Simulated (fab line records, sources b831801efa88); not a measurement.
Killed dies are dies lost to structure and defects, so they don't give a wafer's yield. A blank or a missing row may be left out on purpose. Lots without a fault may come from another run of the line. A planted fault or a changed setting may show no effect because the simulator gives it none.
A struck lot beside a sound one | flow sky130 | 22 steps out of a route of 708
Sound: wafers L717.1, L717.4, L717.5. Struck: wafers L719.2, L719.3, L719.6. The cause comes at the end.
At each step with rows: each side's tool, then ch and its chambers, then its first start. Under that, the readings that differ: sound wafers | struck wafers | difference of the means | sigmas: that difference in standard deviations of wafers without a fault.
alike: readings whose means differ by less than 2 such deviations, and words and numbers that are the same on both sides. not compared: withheld readings, readings that some wafer has no value for, bounds like >300 that may hide the same value, and numbers for which the record gives no deviation and whose values overlap.
The two part at a step that has a row with sigmas, a row that says differs or no value, or rows on one side only. Numbers that don't overlap but have no deviation are shown without sigmas and don't part them. A reading that every wafer of one side lacks parts them only if that side has two wafers or more.

SKY_SONOS_ONO_CD_MEAS_13: target cd 410 nm.
  sound on cd_sem-02, day 16 02:42; struck on cd_sem-01, day 16 10:58
  alike: cd_nm
SKY_SONOS_ONO_OVL_MEAS_14:
  sound on overlay-02, day 16 02:49; struck on overlay-01, day 16 11:04
  reading            | sound         | struck      | difference | sigmas
  SONOS_ONO_OVL (nm) | -0.1 0.4 -0.9 | 4.0 3.7 4.1 | +4.1       | +2
SKY_SONOS_ONO_ETCH_15: etches the open film in CHF3/O2, target depth 19.52 nm, time 7.8 s.
  sound on rie_diel-01 ch 1,3, day 16 02:51; struck on rie_diel-02 ch 1,2, day 16 11:06
  alike: drypump_motor_current_A, oes_product_au, throttle_valve_pct
  not compared: rf_hours_counter_h
then, 1 step without rows for these wafers: SKY_SONOS_ONO_WET_ETCH_16 (etches SiO2 in dHF, target depth 14 nm, time 280 s).
SKY_SONOS_ONO_STRIP_17: strips in O2/N2.
  sound on plasma_asher-04 ch 0,1, day 16 02:58; struck on plasma_asher-03 ch 1, day 16 11:13
  reading                      | sound             | struck            | difference | sigmas
  strip_time_to_endpoint_s (s) | 14.10 14.08 14.03 | 14.13 14.17 14.14 | +0.08      | +2
  alike: drypump_motor_current_A, oes_product_au
  not compared: rf_hours_counter_h
then, 3 steps without rows for these wafers: SKY_SONOS_ONO_WET_ETCH_18 (etches Si3N4 in H3PO4, target depth 15 nm, time 172 s); SKY_GATE_OXIDE_CLEAN_00 (cleans in SC1/SC2, time 150 s); SKY_GATE_OXIDE_OXIDATION_01 (stabilise 600 s, purge 300 s, target thk 10.268 nm).
SKY_GATE_OXIDE_THK_MEAS_02:
  sound on film_metro-03, day 16 05:35; struck on film_metro-04, day 16 15:03
  alike: GATE_OXIDE_OXIDATION_00_THK
then, 3 steps without rows for these wafers: SKY_GATE_OXIDE_DEHYDRATE_03 (time 60 s); SKY_GATE_OXIDE_HMDS_04 (prime time 60 s); SKY_GATE_OXIDE_COAT_05 (resist thk 1140 nm).
SKY_GATE_OXIDE_SOFTBAKE_06: time 60 s.
  sound on litho_track-04 ch 0, day 16 19:07; struck on litho_track-04 ch 0, day 17 05:47
  reading                                         | sound             | struck            | difference | sigmas
  heater_power_total_W (W)                        | 56.60 56.67 56.65 | 65.02 65.15 65.10 | +8.45      | +99 or more
  plate_temp_C (C)                                | 89.85 89.99 89.93 | 99.26 99.31 99.40 | +9.40      | +78
  model.NOVOLAK_of_GATE_OXIDE_COAT_05.thk_nm (nm) | 1140 1140 1137    | 1106 1110 1109    | -31        |
then, 2 steps without rows for these wafers: SKY_GATE_OXIDE_EXPOSE_07 (exposes mask LVOM, target cd 600 nm); SKY_GATE_OXIDE_PEB_08.
SKY_GATE_OXIDE_DEVELOP_09: develop time 60 s.
  sound on litho_track-02 ch 0, day 17 09:27; struck on litho_track-04 ch 0, day 17 19:47
  reading                                         | sound          | struck         | difference | sigmas
  model.NOVOLAK_of_GATE_OXIDE_COAT_05.thk_nm (nm) | 1140 1140 1137 | 1106 1110 1109 | -31        |
SKY_GATE_OXIDE_OVL_MEAS_10:
  sound on overlay-02, day 17 09:36; struck on overlay-02, day 17 19:55
  alike: GATE_OXIDE_OVL
then, 2 steps without rows for these wafers: SKY_GATE_OXIDE_IMPLANT_11; SKY_GATE_OXIDE_WET_ETCH_12 (etches SiO2 in dHF, target depth 16.8 nm, time 336 s).
SKY_GATE_OXIDE_STRIP_13: strips in O2/N2.
  sound on plasma_asher-03 ch 0,1, day 17 09:54; struck on plasma_asher-03 ch 0,1, day 17 20:12
  reading                      | sound             | struck            | difference | sigmas
  strip_time_to_endpoint_s (s) | 14.18 14.18 14.13 | 13.79 13.83 13.81 | -0.35      | -10
  alike: drypump_motor_current_A, oes_product_au
  not compared: rf_hours_counter_h
SKY_GATE_OXIDE_TW_MEAS_14:
  sound on film_metro-04, day 17 10:00; struck on film_metro-02, day 17 20:19
  alike: GATE_OXIDE_TW
-- the record jumps here: 31 days lie between the struck wafers' starts before and after (it left off in module GATE_OXIDE and takes up again in module PAD_OPEN, whose first step shown is number 708 of the route) --
SKY_PAD_OPEN_PROBE_99:
  the record has rows for the struck wafers here (prober-01, day 48 19:37) and none for the sound ones

WHERE THEY PART
First at SKY_SONOS_ONO_OVL_MEAS_14; last, within this record, at SKY_PAD_OPEN_PROBE_99.

WHY: what the simulator had put in
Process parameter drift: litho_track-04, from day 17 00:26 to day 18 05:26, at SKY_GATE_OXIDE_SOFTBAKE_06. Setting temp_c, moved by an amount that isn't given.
